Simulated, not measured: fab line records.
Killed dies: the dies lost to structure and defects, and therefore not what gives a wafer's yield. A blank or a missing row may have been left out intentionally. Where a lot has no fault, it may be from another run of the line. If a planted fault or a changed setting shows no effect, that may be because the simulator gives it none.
A struck lot beside a sound one / flow sfq_line / 34 out of 325 route steps
Sound: these wafers, L601.2, L601.5, L601.6. The struck wafers were L616.1, L616.4, L616.6. The cause is named last.
Per side, at each step with rows, come the tool, then ch with its chambers, and then its first start. Under that, the readings that differ: sound wafers / struck wafers / difference of the means / sigmas: that difference in standard deviations of wafers without a fault.
alike: a reading whose means differ by less than 2 such deviations, as well as words and numbers matching on both sides. not compared: withheld readings; readings where some wafer has no value; bounds like >300 that might hide an equal value; numbers whose values overlap and for which the record gives no deviation.
A row with sigmas, a row that says differs or no value, or rows on one side alone: a step with any of these is where the two part. Non-overlapping numbers with no deviation appear without sigmas and do not part them. A reading missing from all wafers of one side parts the sides only when that side holds two or more wafers.

first, 6 steps without rows for these wafers: SFQ_TRILAYER_M6_LITHO_COAT_164 (resist thk 62 nm); SFQ_TRILAYER_M6_LITHO_COAT_159 (resist thk 600 nm); SFQ_TRILAYER_M6_LITHO_SOFTBAKE_163; SFQ_TRILAYER_M6_LITHO_EXPOSE_160 (exposes mask M6, target cd 500 nm); SFQ_TRILAYER_M6_LITHO_PEB_162 (peb time 60 s); SFQ_TRILAYER_M6_LITHO_DEVELOP_161 (time 60 s).
SFQ_M6_OVL_MEAS_940:
  sound: overlay-01 at day 78 22:31; struck: overlay-02 at day 84 19:28
  alike: M6_OVL
SFQ_TRILAYER_M6_BARC_OPEN_METAL_ETCH_206: etches BARC in O2, target depth 125 nm, time 41.7 s.
  sound on rie_metal-01 ch 0,1, day 78 22:33; struck on rie_metal-01 ch 0,1, day 84 19:31
  alike: drypump_motor_current_A, oes_product_au
  not compared: rf_hours_counter_h
SFQ_TRILAYER_M6_ETCH_METAL_ETCH_162: etches Nb in Cl2/Ar, stops on SiO2, target depth 240 nm, time 120 s.
  sound on rie_metal-01 ch 0,1, day 78 22:37; struck on rie_metal-01 ch 0,1, day 84 19:34
  alike: drypump_motor_current_A, oes_product_au
  not compared: rf_hours_counter_h
then, 2 steps without rows for these wafers: SFQ_TRILAYER_M6_STRIP_STRIP_163 (strips in O2); SFQ_TRILAYER_M6_STRIP_SOLV_CLEAN_164 (cleans in NMP, time 600 s).
SFQ_TRILAYER_I6_DEP_PECVD_165: deposits SiO2 from SiH4/N2O, time 111.11 s, target thk 500 nm.
  sound on pecvd-02 ch 0,2, day 78 23:31; struck on pecvd-01 ch 0,1,2, day 84 20:28
  no value came back on the struck wafers for any of 5 readings (chamber_pressure_Torr (Torr), heater_power_outer_w (W) and others); on the sound wafers chamber_pressure_Torr (Torr) reads 2.399 2.398 2.395
SFQ_TRILAYER_I6_CMP_CMP_166: polishes SiO2.
  sound on cmp-02 ch 2,3, day 79 02:11; struck on cmp-02 ch 0,2,3, day 84 20:33
reading=time_to_endpoint_s (s); sound=216 223 220; struck=- - -; difference=no value on the struck wafers; sigmas=
  alike: motor_current_A
SFQ_I6_BOW_MEAS_941:
  sound: film_metro-02 at day 79 05:12; struck: film_metro-04 at day 84 23:33
  alike: I6_BOW
SFQ_TRILAYER_I6_METRO_MEASURE_167:
  sound: film_metro-02 at day 79 05:30; struck: film_metro-04 at day 84 23:40
then, 6 steps without rows for these wafers: SFQ_TRILAYER_I6_VIA_LITHO_COAT_174 (resist thk 62 nm); SFQ_TRILAYER_I6_VIA_LITHO_COAT_169 (resist thk 650 nm); SFQ_TRILAYER_I6_VIA_LITHO_SOFTBAKE_173; SFQ_TRILAYER_I6_VIA_LITHO_EXPOSE_170 (exposes mask I6, target cd 700 nm); SFQ_TRILAYER_I6_VIA_LITHO_PEB_172 (peb time 60 s); SFQ_TRILAYER_I6_VIA_LITHO_DEVELOP_171 (time 60 s).
-- the record jumps here: 3 days lie between the struck wafers' starts before and after --
SFQ_I6_OVL_MEAS_942:
  sound: overlay-01 at day 83 05:58; struck: overlay-02 at day 88 03:53
  alike: I6_OVL
SFQ_TRILAYER_I6_VIA_BARC_OPEN_VIA_ETCH_235: etches BARC in O2, target depth 125 nm, time 41.7 s.
  sound on rie_diel-03 ch 0,1, day 83 06:00; struck on rie_diel-03 ch 0,1,3, day 88 03:55
  alike: drypump_motor_current_A, oes_product_au
  not compared: rf_hours_counter_h
SFQ_TRILAYER_I6_VIA_ETCH_VIA_ETCH_172: etches SiO2 in CHF3, stops on Nb, target depth 260 nm.
  sound on rie_diel-03 ch 0,1, day 83 06:02; struck on rie_diel-03 ch 0,1,3, day 88 03:58
reading=oes_product_au (a.u.); sound=0.853 0.860 0.852; struck=0.369 0.379 0.376; difference=-0.480; sigmas=-98
reading=model.etch.depth_nm (nm); sound=199.2 200.9 200.9; struck=0 0 0; difference=-200; sigmas=
  alike: drypump_motor_current_A
SFQ_TRILAYER_I6_VIA_STRIP_STRIP_173: strips in O2.
  sound on rie_metal-04 ch 0, day 83 06:21; struck on rie_metal-04 ch 0, day 88 04:05
  alike: drypump_motor_current_A, oes_product_au
  not compared: rf_hours_counter_h
then, 3 steps without rows for these wafers: SFQ_TRILAYER_I6_VIA_STRIP_SOLV_CLEAN_174 (cleans in NMP, time 600 s); SFQ_TRILAYER_M7_DEP_PRE_CLEAN_176 (time 22.5 s); SFQ_TRILAYER_M7_DEP_SPUTTER_175 (material Nb, target thk 200 nm, time 133.3 s).
SFQ_M7_RS_MEAS_943: uses a four-point probe to measure.
  sound: film_metro-04 at day 83 07:40; struck: film_metro-04 at day 88 04:58
  alike: M7_NB_RS
then, 3 steps without rows for these wafers: SFQ_TRILAYER_M7_LITHO_COAT_182 (resist thk 62 nm); SFQ_TRILAYER_M7_LITHO_COAT_177 (resist thk 600 nm); SFQ_TRILAYER_M7_LITHO_SOFTBAKE_181.
SFQ_TRILAYER_M7_LITHO_EXPOSE_178: exposes mask M7, target cd 500 nm.
  sound on krf_scanner-01 ch 0, day 83 08:46; struck on krf_scanner-01, day 88 08:19
  no value came back on the struck wafers for exposure_dose_mJ_cm2, focus_offset_nm (nm); on the sound wafers exposure_dose_mJ_cm2 reads 14.389 14.418 14.402
  alike: mask
then, 1 step without rows for these wafers: SFQ_TRILAYER_M7_LITHO_PEB_180 (peb time 60 s).

== WHERE THEY PART ==
Last at SFQ_TRILAYER_M7_LITHO_EXPOSE_178 as far as this record goes, first at SFQ_TRILAYER_I6_DEP_PECVD_165.

WHY: what had been put in by the simulator
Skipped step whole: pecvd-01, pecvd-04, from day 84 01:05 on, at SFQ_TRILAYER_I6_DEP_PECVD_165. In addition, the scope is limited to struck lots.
